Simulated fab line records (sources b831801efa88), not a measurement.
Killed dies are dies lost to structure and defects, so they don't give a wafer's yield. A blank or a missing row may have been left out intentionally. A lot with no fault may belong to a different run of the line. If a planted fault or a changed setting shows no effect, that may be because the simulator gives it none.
fab line records | flow sky130
record lots=11 | wafers=33 | last-day=49
route steps=708 shown CONTACT@424 VIA1@460 PAD_OPEN@708
lots that met no fault: taken from a fault-free run of the same line
start-h: hours from the record's opening day to when the first of the lot's shown wafers began | wait-h: hours elapsed since this lot's preceding step | " repeats the value in the row above | L1.1+2: a row that stands for several wafers | - either no value or no given start | * or withheld: withheld | < > ~ a bound
route shown NAME@n: NAME is a module with steps in the file, n the number in the route of the first one | usual: mean and standard deviation over wafers with no fault | same: alike in all rows | chamber/n: place in a boat | sites: readings site by site | _std_site: their standard deviation | _edge_site: outer sites' mean less inner sites' | radius-mm: how far each site lies from the wafer's centre | mask NAME#n: copy n | behind: the last tool/chamber to shape the wafer | hold: why the lot went on hold/how many hours it stayed there/how the hold came to an end | device: whichever transistor did not switch (one of n, p or np) | end of line: tests of these same wafers at the route's end | a step given without rows: its recipe and nothing more | killed: at the first sort, the dies lost to defects and structure; wafer yield is something else | map: shows each die of a wafer: x if killed, . if not, _ if none is there
set.NAME: the setting the step ran with; set.NAME@STEP: the setting that earlier step ran with | model.NAME: the simulator's own value behind a step, which no gauge read
route steps across a sampled set of lots; one table per step, one row per wafer
services: when a tool's chamber went out of use (start-h, in hours from the record's first day, below 0 if earlier), for how many hours, and the reason
## steps
# step SKY_CONTACT_ETCH_18
# recipe target=Si3N4 | chemistry=CHF3/O2 | stop-on=TiN | source-w=600 | bias-w=200 | pressure-mtorr=40 | chf3-flow-sccm=50 | O2_flow_sccm=5 | time-s=39 | target-depth-a=750
# usual drypump-motor-current-A=5.8/0.38 | oes-product-au=0.853/0.0093 | throttle-valve-pct=8.793/0.0093
# same time-s=39
lot.wafer | tool        | chamber | start-h | wait-h | drypump-motor-current-A | oes-product-au | rf-hours-counter-h | throttle-valve-pct
L491.2    | rie-diel-04 | 1       | -       | -      | 5.6                     | 0.844          | 15                 | 8.783
L491.5    | "           | 2       | "       | "      | 5.9                     | 0.861          | -                  | 8.795
L491.6    | "           | 3       | "       | "      | 5.0                     | 0.860          | -                  | 8.788
L492.1    | rie-diel-02 | 1       | -       | -      | 5.7                     | 0.864          | 20                 | 8.798
L492.4    | "           | 2       | "       | "      | 5.8                     | 0.862          | 4                  | 8.796
L492.6    | "           | 1       | "       | "      | 5.7                     | 0.855          | -                  | 8.782
L493.1    | rie-diel-04 | 1       | -       | -      | 5.6                     | 0.845          | 15                 | 8.783
L493.4    | "           | 3       | "       | "      | 5.0                     | 0.861          | 14                 | 8.802
L493.6    | "           | 1       | "       | "      | 5.6                     | 0.855          | -                  | 8.788
L497.1    | rie-diel-04 | 3       | -       | -      | 5.0                     | 0.844          | 16                 | 8.782
L497.2    | "           | 1       | "       | "      | 5.6                     | 0.847          | 17                 | 8.772
L497.5    | "           | 1       | "       | "      | 5.6                     | 0.857          | -                  | 8.800
L499.1    | rie-diel-03 | 3       | -       | -      | 6.0                     | 0.864          | 2                  | 8.789
L499.2    | "           | 0       | "       | "      | 6.2                     | 0.863          | 32                 | 8.799
L499.5    | "           | 1       | "       | "      | 6.3                     | 0.853          | -                  | 8.808
L501.2    | rie-diel-04 | 3       | -       | -      | 5.0                     | 0.847          | 16                 | 8.775
L501.3    | "           | 0       | "       | "      | 5.3                     | 0.845          | 25                 | 8.801
L501.5    | "           | 3       | "       | "      | 5.0                     | 0.848          | -                  | 8.792
L502.1    | rie-diel-02 | 0       | -       | -      | 5.5                     | 0.846          | 13                 | 8.794
L502.2    | "           | 3       | "       | "      | 6.0                     | 0.838          | 5                  | 8.792
L502.3    | "           | 1       | "       | "      | 5.7                     | 0.858          | 23                 | 8.787
L503.1    | rie-diel-04 | 1       | -       | -      | 5.6                     | 0.838          | 18                 | 8.796
L503.2    | "           | 0       | "       | "      | 5.3                     | 0.847          | 26                 | 8.789
L503.6    | "           | 0       | "       | "      | 5.3                     | 0.867          | -                  | 8.807
L504.1    | rie-diel-04 | 3       | -       | -      | 5.0                     | 0.842          | 17                 | 8.794
L504.2    | "           | 2       | "       | "      | 6.0                     | 0.847          | 4                  | 8.785
L504.4    | "           | 2       | "       | "      | 6.0                     | 0.855          | -                  | 8.796
L505.3    | rie-diel-02 | 0       | -       | -      | 5.5                     | 0.858          | 14                 | 8.769
L505.5    | "           | 3       | "       | "      | 6.0                     | 0.854          | -                  | 8.811
L505.6    | "           | 2       | "       | "      | 5.8                     | 0.861          | -                  | 8.796
L507.2    | rie-diel-03 | 2       | -       | -      | 6.2                     | 0.858          | 14                 | 8.775
L507.3    | "           | 1       | "       | "      | 6.3                     | 0.860          | 2                  | 8.796
L507.6    | "           | 2       | "       | "      | 6.2                     | 0.863          | -                  | 8.792
# step SKY_CONTACT_CVD_24
# recipe material=W | target-thk-nm=340 | time-s=102.12 | temp-c=400 | pressure-torr=40
# usual heater-power-w=876/60
lot.wafer | tool     | chamber | start-h | wait-h | heater-power-w
L491.2    | cvd-w-02 | 1       | 751.35  | 0.0    | 799
L491.5    | "        | 1       | "       | "      | 782
L491.6    | "        | 0       | "       | "      | 933
L492.1    | cvd-w-01 | 1       | 752.17  | 0.0    | 883
L492.4    | "        | 0       | "       | "      | 921
L492.6    | "        | 1       | "       | "      | 866
L493.1    | cvd-w-02 | 0       | 764.18  | 0.0    | 915
L493.4    | "        | 0       | "       | "      | 936
L493.6    | "        | 1       | "       | "      | 775
L497.1    | cvd-w-02 | 1       | 820.10  | 0.0    | 775
L497.2    | "        | 0       | "       | "      | 930
L497.5    | "        | 0       | "       | "      | 943
L499.1    | cvd-w-02 | 1       | 822.38  | 0.0    | 773
L499.2    | "        | 0       | "       | "      | 901
L499.5    | "        | 0       | "       | "      | 924
L501.2    | cvd-w-02 | 1       | 827.50  | 0.0    | 789
L501.3    | "        | 1       | "       | "      | 797
L501.5    | "        | 1       | "       | "      | 796
L502.1    | cvd-w-02 | 0       | 836.48  | 0.0    | 935
L502.2    | "        | 1       | "       | "      | 786
L502.3    | "        | 1       | "       | "      | 808
L503.1    | cvd-w-01 | 0       | 845.81  | 0.0    | 944
L503.2    | "        | 1       | "       | "      | 860
L503.6    | "        | 1       | "       | "      | 858
L504.1    | cvd-w-01 | 1       | 856.15  | 0.0    | 880
L504.2    | "        | 0       | "       | "      | 916
L504.4    | "        | 0       | "       | "      | 905
L505.3    | cvd-w-02 | 0       | 856.61  | 0.1    | 936
L505.5    | "        | 1       | "       | "      | 790
L505.6    | "        | 0       | "       | "      | 939
L507.2    | cvd-w-02 | 0       | 866.51  | 0.0    | 945
L507.3    | "        | 1       | "       | "      | 790
L507.6    | "        | 1       | "       | "      | 788
# step SKY_CONTACT_RS_MEAS_25
# recipe thk-meas-gauge=four-point-probe | reads=W_of_CONTACT_CVD_24+TiN_of_CONTACT_SPUTTER_23
# usual CONTACT_W_RS=0.338/0.0051
lot.wafer | tool          | chamber | start-h | wait-h | CONTACT_W_RS[ohm/sq]
L491.2    | film-metro-02 | -       | 751.48  | 0.1    | 0.330
L491.5    | "             | -       | "       | "      | 0.333
L491.6    | "             | -       | "       | "      | 0.325
L492.1    | film-metro-04 | -       | 752.28  | 0.1    | 0.347
L492.4    | "             | -       | "       | "      | 0.345
L492.6    | "             | -       | "       | "      | 0.342
L493.1    | film-metro-02 | -       | 764.29  | 0.1    | 0.332
L493.4    | "             | -       | "       | "      | 0.335
L493.6    | "             | -       | "       | "      | 0.337
L497.1    | film-metro-04 | -       | 820.21  | 0.1    | 0.343
L497.2    | "             | -       | "       | "      | 0.332
L497.5    | "             | -       | "       | "      | 0.337
L499.1    | film-metro-02 | -       | 822.49  | 0.1    | 0.342
L499.2    | "             | -       | "       | "      | 0.332
L499.5    | "             | -       | "       | "      | 0.338
L501.2    | film-metro-02 | -       | 827.63  | 0.1    | 0.340
L501.3    | "             | -       | "       | "      | 0.342
L501.5    | "             | -       | "       | "      | 0.342
L502.1    | film-metro-02 | -       | 836.59  | 0.1    | 0.331
L502.2    | "             | -       | "       | "      | 0.331
L502.3    | "             | -       | "       | "      | 0.331
L503.1    | film-metro-04 | -       | 845.92  | 0.1    | 0.343
L503.2    | "             | -       | "       | "      | 0.336
L503.6    | "             | -       | "       | "      | 0.332
L504.1    | film-metro-02 | -       | 856.26  | 0.1    | 0.338
L504.2    | "             | -       | "       | "      | 0.343
L504.4    | "             | -       | "       | "      | 0.349
L505.3    | film-metro-01 | -       | 856.72  | 0.1    | 0.335
L505.5    | "             | -       | "       | "      | 0.477
L505.6    | "             | -       | "       | "      | 0.332
L507.2    | film-metro-02 | -       | 866.64  | 0.1    | 0.336
L507.3    | "             | -       | "       | "      | 0.470
L507.6    | "             | -       | "       | "      | 0.477
# step SKY_CONTACT_THK_MEAS_26
# recipe thk-meas-gauge=xrf | reads=W_of_CONTACT_CVD_24
# usual CONTACT_W_THK=327/5.1
lot.wafer | tool          | chamber | start-h | wait-h | CONTACT_W_THK[nm]
L491.2    | film-metro-02 | -       | 751.59  | 0.1    | 332
L491.5    | "             | -       | "       | "      | 330
L491.6    | "             | -       | "       | "      | 341
L492.1    | film-metro-04 | -       | 752.40  | 0.1    | 321
L492.4    | "             | -       | "       | "      | 321
L492.6    | "             | -       | "       | "      | 322
L493.1    | film-metro-02 | -       | 764.41  | 0.1    | 329
L493.4    | "             | -       | "       | "      | 330
L493.6    | "             | -       | "       | "      | 326
L497.1    | film-metro-04 | -       | 820.33  | 0.1    | 321
L497.2    | "             | -       | "       | "      | 332
L497.5    | "             | -       | "       | "      | 329
L499.1    | film-metro-02 | -       | 822.61  | 0.1    | 323
L499.2    | "             | -       | "       | "      | 336
L499.5    | "             | -       | "       | "      | 326
L501.2    | film-metro-02 | -       | 827.74  | 0.1    | 326
L501.3    | "             | -       | "       | "      | 325
L501.5    | "             | -       | "       | "      | 325
L502.1    | film-metro-02 | -       | 836.71  | 0.1    | 336
L502.2    | "             | -       | "       | "      | 335
L502.3    | "             | -       | "       | "      | 335
L503.1    | film-metro-04 | -       | 846.04  | 0.1    | 325
L503.2    | "             | -       | "       | "      | 330
L503.6    | "             | -       | "       | "      | 335
L504.1    | film-metro-02 | -       | 856.38  | 0.1    | 327
L504.2    | "             | -       | "       | "      | 323
L504.4    | "             | -       | "       | "      | 320
L505.3    | film-metro-01 | -       | 856.82  | 0.1    | 331
L505.5    | "             | -       | "       | "      | 235
L505.6    | "             | -       | "       | "      | 337
L507.2    | film-metro-02 | -       | 866.75  | 0.1    | 330
L507.3    | "             | -       | "       | "      | 240
L507.6    | "             | -       | "       | "      | 234
# step SKY_CONTACT_CMP_27
# recipe stop-on=SiO2 | t-overpolish-s=15 | down-force-psi=3.5 | platen-rpm=60 | target-thk-nm=0 | pad-velocity-m-s=0.94248
# usual motor-current-A=11.5/1.6 | time-to-endpoint-s=81/4.4
lot.wafer | tool   | chamber | start-h | wait-h | motor-current-A | time-to-endpoint-s
L491.2    | cmp-01 | 2       | 751.64  | 0.0    | 13.0            | 89
L491.5    | "      | 2       | "       | "      | 13.3            | 90
L491.6    | "      | 3       | "       | "      | 8.9             | 87
L492.1    | cmp-01 | 3       | 752.66  | 0.2    | 8.4             | 80
L492.4    | "      | 0       | "       | "      | 10.4            | 78
L492.6    | "      | 1       | "       | "      | 12.6            | 84
L493.4    | cmp-01 | 1       | 764.47  | 0.0    | 12.1            | 83
L493.1    | "      | 2       | "       | "      | 13.0            | 88
L493.6    | "      | 2       | "       | "      | 13.3            | 85
L497.2    | cmp-02 | 1       | 820.39  | 0.0    | 9.9             | 86
L497.1    | "      | 2       | "       | "      | 13.0            | 77
L497.5    | "      | 1       | "       | "      | 10.6            | 86
L499.1    | cmp-01 | 3       | 822.72  | 0.1    | 8.7             | 78
L499.2    | "      | 1       | "       | "      | 12.6            | 81
L499.5    | "      | 3       | "       | "      | 8.6             | 82
L501.3    | cmp-02 | 3       | 827.84  | 0.1    | 13.6            | 77
L501.2    | "      | 1       | "       | "      | 10.8            | 82
L501.5    | "      | 3       | "       | "      | 13.9            | 80
L502.1    | cmp-01 | 1       | 836.77  | 0.1    | 12.6            | 80
L502.3    | "      | 2       | "       | "      | 12.8            | 84
L502.2    | "      | 0       | "       | "      | 10.8            | 81
L503.1    | cmp-02 | 3       | 846.10  | 0.1    | 13.8            | 81
L503.2    | "      | 1       | "       | "      | 10.6            | 86
L503.6    | "      | 0       | "       | "      | 9.9             | 81
L504.2    | cmp-01 | 1       | 856.49  | 0.1    | 12.9            | 80
L504.4    | "      | 2       | "       | "      | 12.4            | 80
L504.1    | "      | 3       | "       | "      | 8.6             | 80
L505.3    | cmp-01 | 2       | 857.01  | 0.2    | 12.4            | 85
L505.5    | "      | 3       | "       | "      | 9.3             | 54
L505.6    | "      | 0       | "       | "      | 11.1            | 78
L507.2    | cmp-01 | 2       | 866.80  | 0.0    | 13.6            | 84
L507.3    | "      | 0       | "       | "      | 10.8            | 59
L507.6    | "      | 2       | "       | "      | 12.5            | 60
# step SKY_VIA1_CMP_02
# recipe material=SiO2 | down-force-psi=4 | platen-rpm=60 | pad-velocity-m-s=0.94248
# usual motor-current-A=12.3/1.8
lot.wafer | tool   | chamber | start-h | wait-h | motor-current-A
L491.2    | cmp-01 | 1       | 779.78  | 0.1    | 13.7
L491.5    | "      | 0       | "       | "      | 11.5
L491.6    | "      | 1       | "       | "      | 14.2
L492.1    | cmp-01 | 3       | 780.99  | 0.1    | 9.3
L492.4    | "      | 1       | "       | "      | 14.2
L492.6    | "      | 0       | "       | "      | 12.0
L493.4    | cmp-01 | 0       | 792.94  | 0.2    | 11.0
L493.1    | "      | 1       | "       | "      | 13.0
L493.6    | "      | 1       | "       | "      | 13.9
L497.2    | cmp-01 | 3       | 848.69  | 0.0    | 9.2
L497.1    | "      | 2       | "       | "      | 13.6
L497.5    | "      | 0       | "       | "      | 11.5
L499.2    | cmp-01 | 2       | 851.07  | 0.0    | 14.5
L499.1    | "      | 0       | "       | "      | 11.6
L499.5    | "      | 3       | "       | "      | 9.4
L501.3    | cmp-01 | 1       | 855.32  | 0.0    | 14.3
L501.2    | "      | 0       | "       | "      | 12.0
L501.5    | "      | 2       | "       | "      | 14.6
L502.3    | cmp-01 | 1       | 863.50  | 0.0    | 14.0
L502.2    | "      | 2       | "       | "      | 14.1
L502.1    | "      | 0       | "       | "      | 11.8
L503.2    | cmp-01 | 2       | 873.32  | 0.3    | 14.2
L503.1    | "      | 3       | "       | "      | 9.4
L503.6    | "      | 2       | "       | "      | 14.1
L504.2    | cmp-02 | 1       | 884.07  | 0.1    | 11.8
L504.4    | "      | 2       | "       | "      | 13.3
L504.1    | "      | 3       | "       | "      | 14.3
L505.3    | cmp-01 | 1       | 884.14  | 0.1    | 14.0
L505.6    | "      | 0       | "       | "      | 11.9
L505.5    | "      | 1       | "       | "      | 13.8
L507.3    | cmp-02 | 0       | 894.55  | 0.0    | 10.4
L507.2    | "      | 3       | "       | "      | 15.5
L507.6    | "      | 0       | "       | "      | 11.4
# step SKY_VIA1_CD_MEAS_12
# recipe target-cd-nm=150
# usual cd-nm=150.0/1.6
lot.wafer | tool      | chamber | start-h | wait-h | cd-nm
L491.2    | cd-sem-02 | -       | 806.60  | -      | 149.5
L491.5    | "         | -       | "       | "      | 149.7
L491.6    | "         | -       | "       | "      | 150.1
L492.1    | cd-sem-02 | -       | 807.66  | -      | 148.2
L492.4    | "         | -       | "       | "      | 150.4
L492.6    | "         | -       | "       | "      | 149.7
L493.1    | cd-sem-02 | -       | 819.48  | -      | 148.4
L493.4    | "         | -       | "       | "      | 148.0
L493.6    | "         | -       | "       | "      | 150.3
L497.1    | cd-sem-02 | -       | 874.73  | -      | 149.1
L497.2    | "         | -       | "       | "      | 149.1
L497.5    | "         | -       | "       | "      | 148.5
L499.1    | cd-sem-02 | -       | 876.92  | -      | 151.5
L499.2    | "         | -       | "       | "      | 152.5
L499.5    | "         | -       | "       | "      | 152.3
L501.2    | cd-sem-01 | -       | 881.45  | -      | 149.1
L501.3    | "         | -       | "       | "      | 150.4
L501.5    | "         | -       | "       | "      | 151.3
L502.1    | cd-sem-02 | -       | 888.33  | -      | 149.6
L502.2    | "         | -       | "       | "      | 149.6
L502.3    | "         | -       | "       | "      | 149.3
L503.1    | cd-sem-02 | -       | 899.17  | -      | 147.9
L503.2    | "         | -       | "       | "      | 147.8
L503.6    | "         | -       | "       | "      | 148.2
L504.1    | cd-sem-01 | -       | 909.38  | -      | 151.1
L504.2    | "         | -       | "       | "      | 149.3
L504.4    | "         | -       | "       | "      | 150.8
L505.3    | cd-sem-02 | -       | 909.77  | -      | 151.1
L505.5    | "         | -       | "       | "      | 150.2
L505.6    | "         | -       | "       | "      | 151.0
L507.2    | cd-sem-01 | -       | 919.85  | -      | 150.9
L507.3    | "         | -       | "       | "      | 150.4
L507.6    | "         | -       | "       | "      | 148.2
# step SKY_PAD_OPEN_PROBE_99
# usual killed_at_M0_to_M3=43/6.4 | killed_at_M4_up=2.9/1.7 | killed-at-contacts=24/5 | killed-at-front-end=15/4 | killed-at-other=0.4/0.62 | killed-dies=86/9.3 | killed-on-rim=17/3.5 | killed-open=47/6.8 | killed-short=38/5.8
# same gross-dies=492 | killed-at-back-side=0
lot.wafer | tool      | chamber | start-h | wait-h | killed_at_M0_to_M3 | killed_at_M4_up | killed-at-contacts | killed-at-front-end | killed-at-other | killed-dies | killed-on-rim | killed-open | killed-short
L504.1    | prober-02 | -       | 1165.65 | 0.1    | 40                 | 1               | 20                 | 16                  | 0               | 77          | 16            | 44          | 33
L504.2    | prober-02 | -       | 1165.70 | 0.1    | 38                 | 2               | 26                 | 19                  | 0               | 85          | 26            | 46          | 39
L504.4    | prober-02 | -       | 1165.80 | 0.2    | 43                 | 1               | 22                 | 21                  | 0               | 87          | 16            | 49          | 38
L505.3    | prober-01 | -       | 1167.07 | 0.2    | 37                 | 3               | 33                 | 9                   | 0               | 82          | 15            | 47          | 35
L505.5    | prober-01 | -       | 1167.17 | 0.2    | 39                 | 2               | 19                 | 11                  | 1               | 72          | 11            | 35          | 36
L505.6    | prober-01 | -       | 1167.22 | 0.2    | 39                 | 6               | 23                 | 16                  | 0               | 84          | 18            | 46          | 36
# killed by level:class
L504.1 CONTACT:geometric-particle:open=9 VIA2:geometric-particle:open=7 FIELD_ISO:geometric-particle:open=5 VIA3:geometric-particle:short=5 LOCAL_INTERCONNECT:geometric-particle:short=5 METAL1:geometric-particle:short=5 POLY_GATE:geometric-particle:open=4 VIA1:geometric-particle:open=4
L504.2 METAL2:geometric-particle:short=10 LI_CONTACT:geometric-particle:open=9 FIELD_ISO:geometric-particle:open=8 VIA1:geometric-particle:open=7 LOCAL_INTERCONNECT:geometric-particle:short=6 CONTACT:geometric-particle:open=6 VIA2:geometric-particle:open=5 VIA3:geometric-particle:open=4
L504.4 VIA1:geometric-particle:open=9 LI_CONTACT:geometric-particle:open=8 METAL1:geometric-particle:short=8 CONTACT:geometric-particle:open=7 VIA1:geometric-particle:short=6 FIELD_ISO:geometric-particle:short=5 FIELD_ISO:geometric-particle:open=5 POLY_GATE:geometric-particle:open=5
L505.3 CONTACT:geometric-particle:open=16 CONTACT:geometric-particle:short=7 VIA1:geometric-particle:open=7 VIA1:geometric-particle:short=6 METAL2:geometric-particle:short=6 VIA3:geometric-particle:open=6 LI_CONTACT:geometric-particle:open=5 METAL1:geometric-particle:short=4
L505.5 VIA3:geometric-particle:open=9 CONTACT:geometric-particle:open=6 FIELD_ISO:geometric-particle:open=5 METAL2:geometric-particle:short=5 LI_CONTACT:geometric-particle:open=4 CONTACT:geometric-particle:short=4 METAL1:geometric-particle:short=4 VIA2:geometric-particle:short=4
L505.6 CONTACT:geometric-particle:open=11 VIA1:geometric-particle:open=10 POLY_GATE:geometric-particle:short=6 LI_CONTACT:geometric-particle:open=6 VIA3:geometric-particle:open=6 METAL1:geometric-particle:short=5 CONTACT:geometric-particle:short=4 VIA1:geometric-particle:short=4
## services
tool        | chamber | start-h | hours | kind
cmp-01      | -       | 732.94  | 5.1   | pm
rie-diel-03 | 3       | 739.36  | -     | clean
rie-diel-03 | 3       | 739.36  | 23.0  | scheduled-down
rie-diel-03 | 3       | 739.36  | 23.0  | vent-cycle
rie-diel-02 | 2       | 739.39  | 3.7   | repair
cvd-w-01    | 0       | 739.61  | 6.1   | repair
rie-diel-03 | 0       | 750.57  | 6.8   | repair
cmp-02      | -       | 751.43  | 4.0   | pm
cmp-02      | -       | 755.43  | -     | consumable-replace:conditioner
cmp-02      | -       | 755.43  | -     | consumable-replace:pad
cmp-01      | -       | 781.66  | 5.1   | pm
rie-diel-03 | 1       | 781.92  | -     | clean
cmp-01      | -       | 788.21  | 1.5   | repair
rie-diel-03 | 2       | 802.65  | 51.1  | repair
cmp-02      | -       | 809.67  | 6.1   | repair
cmp-02      | -       | 821.56  | 0.5   | repair
rie-diel-04 | 1       | 847.79  | 16.5  | repair
rie-diel-02 | 3       | 848.95  | 6.5   | repair
cmp-02      | -       | 848.98  | 3.1   | repair
cmp-02      | -       | 852.05  | 6.3   | pm
cvd-w-02    | 1       | 868.27  | 5.9   | repair
cvd-w-01    | -       | 868.61  | 3.2   | repair
cmp-01      | -       | 881.30  | 1.6   | repair
rie-diel-04 | 1       | 886.79  | 6.4   | repair
## key
first-sign step=SKY_CONTACT_RS_MEAS_25 | reading=CONTACT_W_RS | direction=up | sigmas=27 | usual=0.338 | struck=0.475
effect step=SKY_CONTACT_THK_MEAS_26 | reading=CONTACT_W_THK | direction=down | sigmas=18 | usual=327 | struck=236
effect step=SKY_CONTACT_CMP_27 | reading=time-to-endpoint-s | direction=down | sigmas=5.3 | usual=* | struck=*
met-at SKY_CONTACT_CVD_24
struck-lots L505,L507
struck-wafers L505.5,L507.3,L507.6
tester-left-out L505,L507
not-acting-at SKY_CONTACT_ETCH_18,SKY_VIA1_CMP_02,SKY_VIA1_CD_MEAS_12
onset-between 836.48 856.61
fault kind=process-parameter-drift | tool=cvd-w-02 | chamber=1 | onset-h=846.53 | steps=SKY_CONTACT_CVD_24 | channel=target-thk-nm | offset=-100.21 | shape=step | end-h=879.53 | acts-in=these-recipes-only | stated=340
# tester-left-out: of these lots the tester's yield and bins aren't shown, on N5 and GAA mostly nor the transistor test; their killed dies are dies lost to structure and defects alone, not to doping, threshold or leakage, so they don't give the yield
